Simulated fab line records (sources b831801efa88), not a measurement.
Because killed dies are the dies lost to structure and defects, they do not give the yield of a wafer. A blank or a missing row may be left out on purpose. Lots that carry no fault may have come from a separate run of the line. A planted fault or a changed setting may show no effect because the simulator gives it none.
Split-lot study	flow sky130	23 wafers read from 5 lots, route of 708 steps

== ABOUT THE SPLIT ==
At SKY_RES_PROTECT_COAT_02 (resist thk 1140 nm), the setting resistThkNm was moved away from the recipe's 1140 nm on 8 of the 23 wafers read, by -3.8% to +4.3%. This setting was run at the recipe's value on the other wafers.

Reading taken at the split's own step.

== THE READING ==
NOVOLAK_of_RES_PROTECT_COAT_02.thkNm (the simulator's own value, which no gauge read), in nm, at SKY_RES_PROTECT_COAT_02 (resist thk 1140 nm). No usual value for it is given in the file. Here, 15 wafers ran the recipe; their average is 1140 nm with a standard deviation of 3.3 nm.

wafer	tool, chamber at the split	resistThkNm as run, nm	against the recipe	NOVOLAK_of_RES_PROTECT_COAT_02.thkNm, nm	against lot-mates on the recipe
L075.1	lithoTrack-01, 0	1140	recipe	1143	-
L075.2	lithoTrack-01, 0	1140	recipe	1147	-
L075.3	lithoTrack-01, 0	1189	+4.3%	1192	+47
L075.6	lithoTrack-01, 0	1189	+4.3%	1192	+47
L075.5	lithoTrack-01, 0	1140	recipe	1145	-
L076.2	lithoTrack-03, 0	1097	-3.8%	1099	-41
L076.3	lithoTrack-03, 0	1097	-3.8%	1095	-45
L076.4	lithoTrack-03, 0	1140	recipe	1138	-
L076.5	lithoTrack-03, 0	1140	recipe	1142	-
L076.6	lithoTrack-03, 0	1097	-3.8%	1097	-43
L079.3	lithoTrack-01, 0	1140	recipe	1135	-
L079.5	lithoTrack-01, 0	1140	recipe	1138	-
L079.6	lithoTrack-01, 0	1140	recipe	1138	-
L082.1	lithoTrack-03, 0	1140	recipe	1139	-
L082.2	lithoTrack-03, 0	1140	recipe	1139	-
L082.5	lithoTrack-03, 0	1140	recipe	1139	-
L082.3	lithoTrack-03, 0	1140	recipe	1136	-
L082.4	lithoTrack-03, 0	1140	recipe	1136	-
L084.1	lithoTrack-03, 0	1140	recipe	1140	-
L084.2	lithoTrack-03, 0	1169	+2.5%	1169	+28
L084.4	lithoTrack-03, 0	1169	+2.5%	1170	+30
L084.5	lithoTrack-03, 0	1169	+2.5%	1164	+24
L084.6	lithoTrack-03, 0	1140	recipe	1141	-

FIT RESULTS
A straight line over all 23 wafers: NOVOLAK_of_RES_PROTECT_COAT_02.thkNm changes by +11.6 nm for each +1% of resistThkNm; r = +0.99; the points scatter about the line by 3.2 nm.
The same after taking each lot's own level away (the mean of its wafers on the recipe; 23 wafers): +11.1 nm for each +1%; r = +1.00; scatter 1.8 nm.
Per that fit: largest resistThkNm move, reading shift of 48 nm.
From 1137.0 to 1145.0 nm: that is the span of the lots' own levels, equal to 2.5 times the standard deviation above.
The two slopes agree, so the slope changes little with the lot-to-lot level.
Check: +47.5 nm against its lot-mates is what the line predicts for one of the wafers moved furthest among these (+4.3%) when that wafer is left out of the fit. Against them it came out at +47 nm.

== THE OTHER SPLITS THESE WAFERS WENT THROUGH ==
Other splits were also applied to these wafers ahead of the reading. Each is held against what the fit with the lots' levels taken away leaves over:
other split on the same wafers	wafers away from the commonest value	r with NOVOLAK_of_RES_PROTECT_COAT_02.thkNm (lot level and that fit taken away)
SKY_GATE_OXIDE_SOFTBAKE_06 tempC	10	+0.02
SKY_GATE_OXIDE_IMPLANT_11 energyKev	7	-0.11

== THE WHOLE CHAIN: every reading that the file lists as answering this split, in the file's order ==
step	what it does	reading	change (the file's fit)	r (the file's)
SKY_RES_PROTECT_COAT_02	resist thk 1140 nm	NOVOLAK_of_RES_PROTECT_COAT_02.thkNm (the simulator's own value, which no gauge read)	+11.1 nm for each +1% of the setting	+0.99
SKY_RES_PROTECT_STRIP_07	strips in O2/N2	stripTimeToEndpointS	withheld for each +1% of the setting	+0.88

== THE FILE'S OWN FIT ==
NOVOLAK_of_RES_PROTECT_COAT_02.thkNm changes by +11.1 nm for each +1% of resistThkNm, r = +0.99.
